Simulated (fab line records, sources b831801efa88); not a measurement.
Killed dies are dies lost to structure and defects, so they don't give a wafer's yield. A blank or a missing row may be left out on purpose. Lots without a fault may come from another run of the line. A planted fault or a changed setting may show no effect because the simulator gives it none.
One fault seen from 2 desks | flow sky130 | each desk has only its own numbers; what lay behind them comes last

THE TOOL OWNER'S DESK: rie_diel-04
The tool's own readings at SKY_FIELD_ISO_ETCH_14 (etches BARC in N2/H2, stops on SiO2, time 45.9 s, target depth 60 nm): means of the sampled wafers that have a number, for each lot that ran on this tool. A lot is out of limits, marked OUT, if its mean lies more than 4 standard deviations from the usual mean; the brackets give that distance.
Columns: A = drypump_motor_current_A at SKY_FIELD_ISO_ETCH_14, usual 5.5 A; B = oes_product_au at SKY_FIELD_ISO_ETCH_14, usual 0.855 a.u.; C = rf_fwd_power_W at SKY_FIELD_ISO_ETCH_14, usual 495.2 W; D = run_length_s at SKY_FIELD_ISO_ETCH_14, usual 74.2 s; E = throttle_valve_pct at SKY_FIELD_ISO_ETCH_14, usual 13.226 %
lot  | first seen here | A   | B               | C     | D              | E
L226 | day 2 18:13     | 5.2 | 0.857           | 495.0 | 74.5           | 13.227
L229 | day 3 06:52     | 5.1 | 0.863           | 498.9 | 74.2           | 13.227
L230 | day 3 11:01     | 5.5 | 0.850           | 494.0 | 74.3           | 13.227
L234 | day 4 15:10     | 5.1 | 0.855           | 496.4 | 74.3           | 13.228
L239 | day 5 11:46     | 5.2 | 0.992 (+29) OUT | -     | 47.2 (-63) OUT | 13.237
L241 | day 5 21:28     | 5.4 | 1.004 (+32) OUT | -     | 47.2 (-63) OUT | 13.242
This desk's finding: out of limits on L239, L241; first on L239, day 5 11:46 (oes_product_au at SKY_FIELD_ISO_ETCH_14). In limits: L226, L229, L230, L234.

THE METROLOGY DESK
What the gauges read, lot by lot, whatever tool the lot ran on: means of the sampled wafers that have a number. A lot is out of limits, marked OUT, if its mean lies more than 4 standard deviations from the usual mean; the brackets give that distance.
Columns: A = cd_nm at SKY_VT_ADJUST_HVTP_CD_MEAS_07, usual 380.2 nm
lot  | first seen here | A
L224 | day 5 19:49     | 379.6
L225 | day 6 09:37     | 379.7
L226 | day 6 14:25     | 380.9
L227 | day 6 19:58     | 377.2
L228 | day 7 02:49     | 377.4
L229 | day 7 21:31     | 380.8
L230 | day 7 23:17     | 382.3
L235 | day 8 21:17     | 379.8
L234 | day 8 22:46     | 382.6
L237 | day 9 11:08     | 382.9
L244 | day 11 18:34    | 385.1
L246 | day 12 09:47    | 381.5
This desk's finding: nothing out of limits on any of the 12 lots.

PUT TOGETHER
The tool owner's desk could have raised an alarm at day 5 11:46, on L239, L241.
The metrology desk saw nothing out of limits.
The metrology desk has no number on record for L239, L241.
Of the lots named, all ran SKY_FIELD_ISO_ETCH_14 on rie_diel-04.

WHAT THE SIMULATOR HAD PUT IN
Process parameter drift: rie_diel-04, from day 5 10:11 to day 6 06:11, at SKY_FIELD_ISO_ETCH_14. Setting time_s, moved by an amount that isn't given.
Lots struck among those shown: L239, L241.
Hours from the fault's start to each desk's first reading out of limits: the tool owner's desk, 2.
